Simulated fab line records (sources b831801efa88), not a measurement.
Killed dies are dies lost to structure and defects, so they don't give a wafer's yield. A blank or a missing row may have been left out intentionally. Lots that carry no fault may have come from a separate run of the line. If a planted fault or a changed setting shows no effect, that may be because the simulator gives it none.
Which tool did it? ; flow gf180mcu ; Sampling: 6 lots, 18 wafers, 2 of 602 route steps

## WHAT THE GAUGES SHOWED, per wafer
GF_HV_LDD_RS_MEAS_53: the measuring method here is four-point-probe.
lot;measured;on;HV_LDD_RS (ohm/sq)
L645;day 12 16:16;filmMetro-03;419.2 419.3 418.8
L647;day 13 13:00;filmMetro-02;416.6 417.2 417.1
L649;day 13 23:33;filmMetro-02;418.6 417.8 418.5
L658;day 16 23:50;filmMetro-02;426.9 426.3 426.1
L661;day 17 22:44;filmMetro-02;417.6 418.0 418.9
L665;day 19 07:35;filmMetro-04;416.2 417.5 417.6

## TOOL THAT RAN EACH LOT (tool first, then ch and the chambers of the sampled wafers, then the start)
lot;GF_HV_LDD_IMPLANT_35
L645;implanter-01 ch 0, day 11 20:03
L647;implanter-01 ch 0, day 12 16:27
L649;implanter-02 ch 0, day 13 02:44
L658;implanter-02 ch 0, day 16 01:28
L661;implanter-01 ch 0, day 16 23:13
L665;implanter-01 ch 0, day 18 07:40
- GF_HV_LDD_IMPLANT_35

## THE ANSWER, worked out from the rows above alone
Rule: what is usual is taken from the lots themselves. Put in order of their means at a reading, lots are off if they are a third of the lots or fewer, leave a main group of 4 or more, and stand apart from it by a gap of 3 or more times the standard deviation of the main group's means; of several such gaps the widest counts. A main group is skipped when, at the precision printed for the reading in the tables above, its means are all equal. A lot without any number at a reading at which 4 lots or more have one is off too. The other lots that the step has rows for count as sound.
Off: L658, at GF_HV_LDD_RS_MEAS_53 (HV_LDD_RS). Mean 417.9 ohm/sq and standard deviation 0.8 in the main group.
A tool fits if, at a process step before that reading, it ran every lot that is off, and no sound lot after the first of them. The gauges at GF_HV_LDD_RS_MEAS_53 are tried like those tools. One fits: implanter-02 at GF_HV_LDD_IMPLANT_35. A fault onset in the window from L649 (day 13 02:44, its last sound lot) to L658 (day 16 01:28, its first lot off) fits.

## WHAT HAD BEEN PUT IN BY THE SIMULATOR
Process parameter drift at GF_HV_LDD_IMPLANT_35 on implanter-02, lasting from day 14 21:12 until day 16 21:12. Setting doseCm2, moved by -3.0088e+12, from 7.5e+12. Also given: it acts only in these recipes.
Lots struck among those shown: L658. Same finding as the rule above.
